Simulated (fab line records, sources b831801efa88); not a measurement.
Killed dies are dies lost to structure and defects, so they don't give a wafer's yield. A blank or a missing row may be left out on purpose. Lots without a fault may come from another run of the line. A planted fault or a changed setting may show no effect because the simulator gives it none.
A struck lot beside a sound one | flow gf180mcu | 17 steps out of a route of 602
Sound: wafers L349.1, L349.2, L349.4. Struck: wafer L356.3. (L356.4, L356.5 of the same lot were not struck and are left out.) The cause comes at the end.
At each step with rows: each side's tool, then ch and its chambers, then its first start. Under that, the readings that differ: sound wafers | struck wafers | difference of the means | sigmas: that difference in standard deviations of wafers without a fault.
alike: readings whose means differ by less than 2 such deviations, and words and numbers that are the same on both sides. not compared: withheld readings, readings that some wafer has no value for, bounds like >300 that may hide the same value, and numbers for which the record gives no deviation and whose values overlap.
The two part at a step that has a row with sigmas, a row that says differs or no value, or rows on one side only. Numbers that don't overlap but have no deviation are shown without sigmas and don't part them. A reading that every wafer of one side lacks parts them only if that side has two wafers or more.

first, 4 steps without rows for these wafers: GF_M3_SOFTBAKE_10 (time 60 s); GF_M3_EXPOSE_11 (exposes mask Metal3, target cd 280 nm); GF_M3_PEB_12 (peb time 90 s); GF_M3_DEVELOP_13 (develop time 60 s).
GF_M3_CD_MEAS_14: target cd 280 nm.
  sound on cd_sem-01, day 20 23:52; struck on cd_sem-01, day 23 20:26
  alike: cd_nm
GF_M3_OVL_MEAS_15:
  sound on overlay-02, day 20 23:59; struck on overlay-02, day 23 20:32
  alike: M3_OVL
GF_M3_METAL_ETCH_16: etches the open film in Cl2/BCl3, stops on SiO2, target depth 627.5 nm, time 104.6 s.
  sound on rie_metal-02 ch 0,1, day 21 00:01; struck on rie_metal-02 ch 1, day 23 20:35
  reading               | sound             | struck | difference | sigmas
  oes_product_au (a.u.) | 0.958 0.975 0.960 | 0.981  | +0.017     | +2
  alike: drypump_motor_current_A, throttle_valve_pct
  not compared: rf_hours_counter_h
GF_M3_STRIP_17: strips in O2/N2.
  sound on plasma_asher-03 ch 0,1, day 21 00:08; struck on plasma_asher-02 ch 1, day 23 20:42
  reading            | sound       | struck | difference | sigmas
  heater_power_w (W) | 308 282 281 | 353    | +63        | +2
  alike: drypump_motor_current_A, oes_product_au, strip_time_to_endpoint_s
  not compared: rf_hours_counter_h
then, 3 steps without rows for these wafers: GF_M3_STRIP_18 (strips in post etch residue remover, time 1200 s); GF_M3_CLEAN_19 (cleans in DIW); GF_V3_CVD_00 (deposits SiO2, target thk 600 nm, time 100 s).
GF_V3_THK_MEAS_01:
  sound on film_metro-03, day 21 00:44; struck on film_metro-03, day 23 21:19
  alike: V3_CVD_00_THK
GF_V3_CVD_02: deposits SiO2 from TEOS, target thk 850 nm, time 94.851 s.
  sound on pecvd-03 ch 0,1,2, day 21 00:48; struck on pecvd-03 ch 2, day 23 21:22
  reading                             | sound           | struck | difference | sigmas
  model.SiO2_of_V3_CVD_02.thk_nm (nm) | 819 843.2 837.9 | 921.9  | +88.5      |
  alike: heater_power_w
GF_V3_THK_MEAS_03:
  sound on film_metro-03, day 21 00:52; struck on film_metro-02, day 23 21:27
  reading            | sound       | struck | difference | sigmas
  V3_CVD_02_THK (nm) | 819 843 838 | 921    | +88        | +6
GF_V3_CMP_04: polishes SiO2.
  sound on cmp-01 ch 0,1,3, day 21 00:56; struck on cmp-02 ch 0, day 23 21:32
  reading                | sound    | struck | difference | sigmas
  time_to_endpoint_s (s) | 67 74 70 | 113    | +43        | +7
  alike: motor_current_A
GF_V3_BOW_MEAS_05:
  sound on film_metro-03, day 21 01:14; struck on film_metro-04, day 23 21:50
  reading     | sound       | struck | difference | sigmas
  V3_BOW (um) | 123 123 122 | 104    | -19        | -2
GF_PASSIVATION_PROBE_99:
  the record has rows for the sound wafers here (prober-01, day 28 19:52) and none for the struck ones

WHERE THEY PART
First at GF_M3_METAL_ETCH_16; last, within this record, at GF_PASSIVATION_PROBE_99.

WHY: what the simulator had put in
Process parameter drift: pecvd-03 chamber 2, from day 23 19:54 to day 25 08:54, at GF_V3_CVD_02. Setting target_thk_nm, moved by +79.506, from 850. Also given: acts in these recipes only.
